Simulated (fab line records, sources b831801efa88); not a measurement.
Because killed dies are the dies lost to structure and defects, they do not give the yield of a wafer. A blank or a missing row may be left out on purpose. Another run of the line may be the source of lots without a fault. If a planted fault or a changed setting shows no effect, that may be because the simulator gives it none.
What tool caused it? ; flow gf180mcu ; Sampling: 13 lots, 39 wafers, 5 of 602 route steps

WHAT THE GAUGES SHOWED, per wafer
GF_VT_IMPLANT_TW_MEAS_10.
lot;measured;on;VT_IMPLANT_TW
L698;day 5 16:26;film metro-01;576 576 574
L700;day 6 06:59;film metro-04;577 576 578
L701;day 6 12:29;film metro-02;571 574 571
L703;day 7 00:26;film metro-01;578 579 570
L704;day 7 08:08;film metro-04;575 575 573
L706;day 7 19:10;film metro-01;575 573 574
L709;day 8 14:20;film metro-02;571 568 572
L711;day 9 01:02;film metro-02;576 576 578
L712;day 9 08:14;film metro-04;572 576 576
L713;day 9 13:29;film metro-01;572 572 574
L716;day 10 06:38;film metro-01;575 577 575
L718;day 10 20:32;film metro-04;578 575 578
L720;day 11 11:12;film metro-02;573 570 571

GF_HV_LDD_CD_MEAS_31 targets a cd of 400 nm.
lot;measured;on;cd nm (nm)
L698;day 11 16:17;cd sem-02;406.5 401.7 402.2
L700;day 12 10:44;cd sem-01;397.4 400.1 398.6
L701;day 12 18:28;cd sem-01;397.1 400.3 397.4
L703;day 13 06:14;cd sem-02;402.1 400.6 399.9
L704;day 13 17:39;cd sem-02;399.9 398.4 400.2
L706;day 14 09:05;cd sem-01;404.0 401.7 403.7
L709;day 15 08:04;cd sem-01;395.6 395.6 398.5
L711;day 15 22:38;cd sem-01;399.2 399.1 398.7
L712;day 16 09:02;cd sem-02;403.6 400.7 404.5
L713;day 16 11:20;cd sem-02;399.1 399.3 401.8
L716;day 17 08:35;cd sem-01;399.2 399.7 398.4
L718;day 18 06:40;cd sem-01;397.8 397.5 398.8
L720;day 18 21:41;cd sem-02;398.8 400.0 400.8

GF_HV_LDD_TW_MEAS_50.
lot;measured;on;HV_LDD_4_TW
L698;day 12 12:31;film metro-02;571 574 570
L700;day 13 07:58;film metro-04;571 573 571
L701;day 13 15:21;film metro-02;575 578 576
L703;day 14 03:55;film metro-04;577 573 574
L704;day 14 15:53;film metro-02;575 575 572
L706;day 15 07:32;film metro-02;574 573 567
L709;day 16 06:51;film metro-03;566 568 565
L711;day 16 22:05;film metro-02;606 601 610 603 603 607
L712;day 17 08:41;film metro-03;601 601 603 601 603 600
L713;day 17 10:50;film metro-04;582 577 579
L716;day 18 09:34;film metro-02;569 573 570
L718;day 19 07:33;film metro-03;571 574 573
L720;day 19 22:55;film metro-04;575 572 575

WHICH TOOL RAN EACH LOT (tool, then ch and the chambers of the sampled wafers, then the start)
lot;GF_POLY_GATE_ETCH_12;GF_HV_LDD_IMPLANT_48
L698;rie diel-01 ch 0,3, day 9 07:12;implanter-02 ch 0, day 12 12:16
L700;rie diel-01 ch 1,2,3, day 9 23:00;implanter-01 ch 0, day 13 07:41
L701;rie diel-02 ch 0,1,3, day 10 07:09;implanter-03 ch 0, day 13 15:07
L703;rie diel-01 ch 0,2,3, day 10 18:15;implanter-03 ch 0, day 14 03:40
L704;rie diel-04 ch 1,2, day 11 04:50;implanter-03 ch 0, day 14 15:38
L706;rie diel-01 ch 1,2,3, day 11 17:23;implanter-03 ch 0, day 15 07:19
L709;rie diel-04 ch 0,2,3, day 12 16:14;implanter-03 ch 0, day 16 06:37
L711;rie diel-01 ch 2,3, day 13 04:23;implanter-03 ch 0, day 16 21:50
L712;rie diel-02 ch 1,2,3, day 13 14:53;implanter-03 ch 0, day 17 08:26
L713;rie diel-01 ch 1,2,3, day 13 17:31;implanter-01 ch 0, day 17 10:35
L716;rie diel-04 ch 0,2, day 14 13:23;implanter-01 ch 0, day 18 09:19
L718;rie diel-04 ch 0,1,2, day 15 07:32;implanter-02 ch 0, day 19 07:19
L720;rie diel-02 ch 2,3, day 15 21:29;implanter-02 ch 0, day 19 22:41
- GF_POLY_GATE_ETCH_12: etches BARC in N2/H2.
- GF_HV_LDD_IMPLANT_48

AS READ BY THE TOOLS THEMSELVES (means over the sampled wafers that have a number; for cases with no such wafer, the mark the record gives instead)
GF_POLY_GATE_ETCH_12.
lot;tool;drypump motor current A (A);oes product au (a.u.);throttle valve pct (%)
L698;rie diel-01;6.2;0.737;13.209
L700;rie diel-01;5.5;0.737;13.214
L701;rie diel-02;6.0;0.735;13.212
L703;rie diel-01;5.8;0.739;13.210
L704;rie diel-04;5.4;0.736;13.210
L706;rie diel-01;5.5;0.741;13.209
L709;rie diel-04;5.2;0.735;13.216
L711;rie diel-01;5.8;0.732;13.213
L712;rie diel-02;5.8;0.734;13.209
L713;rie diel-01;5.5;0.739;13.211
L716;rie diel-04;5.7;0.734;13.217
L718;rie diel-04;5.8;0.733;13.211
L720;rie diel-02;5.6;0.735;13.215

GF_HV_LDD_IMPLANT_48.
lot;tool;beam energy keV
L698;implanter-02;24.994
L700;implanter-01;24.994
L701;implanter-03;25.007
L703;implanter-03;25.003
L704;implanter-03;25.002
L706;implanter-03;25.006
L709;implanter-03;24.993
L711;implanter-03;34.108
L712;implanter-03;34.101
L713;implanter-01;24.998
L716;implanter-01;25.003
L718;implanter-02;25.005
L720;implanter-02;25.006

THE ANSWER, worked out from the rows above alone
Rule: usual is defined by the lots themselves. Put in order of their means at a reading, lots are off if they are a third of the lots or fewer, leave a main group of 4 or more, and stand apart from it by a gap of 3 or more times the standard deviation of the main group's means; of several such gaps the widest counts. The tables above print the reading to a certain number of digits; a main group whose means all agree to those digits is not used. Also off: a lot with no number at a reading for which 4 or more lots have one. All remaining lots with rows at the step are treated as sound. Order of review: gauges by route order, followed by the tools' own readings, for which a lot's mean as printed above is used. The first step at which some lot is off is used, and at that step the reading that is off furthest; a lot without a number counts as furthest.
Off: L711, L712, seen at GF_HV_LDD_TW_MEAS_50 (HV_LDD_4_TW). Main group: mean 573, sd 3.2.
If a tool, at a process step before that reading, ran all the lots that are off and no sound lot after the first of them, it fits. Not tried: the gauges at GF_HV_LDD_TW_MEAS_50; whatever is off there is also off at GF_HV_LDD_IMPLANT_48, on other tools, and gauge error can't account for it. One candidate fits, namely implanter-03 at GF_HV_LDD_IMPLANT_48. Its last sound lot is L709 (day 16 06:37), its first lot that is off L711 (day 16 21:50): a fault that began between those two fits.
On the lots that are off, the tool's own readings at GF_HV_LDD_IMPLANT_48 differ by more than 5 times the standard deviation of the sound lots' means, which bears it out; beam energy keV reads 34.105 there versus 25.001 on the sound lots.

WHAT HAD BEEN PUT IN BY THE SIMULATOR
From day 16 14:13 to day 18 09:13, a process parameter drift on implanter-03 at GF_HV_LDD_IMPLANT_48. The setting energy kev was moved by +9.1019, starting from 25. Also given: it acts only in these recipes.
Lots struck among those shown: L711, L712. The rule given above showed the same thing.
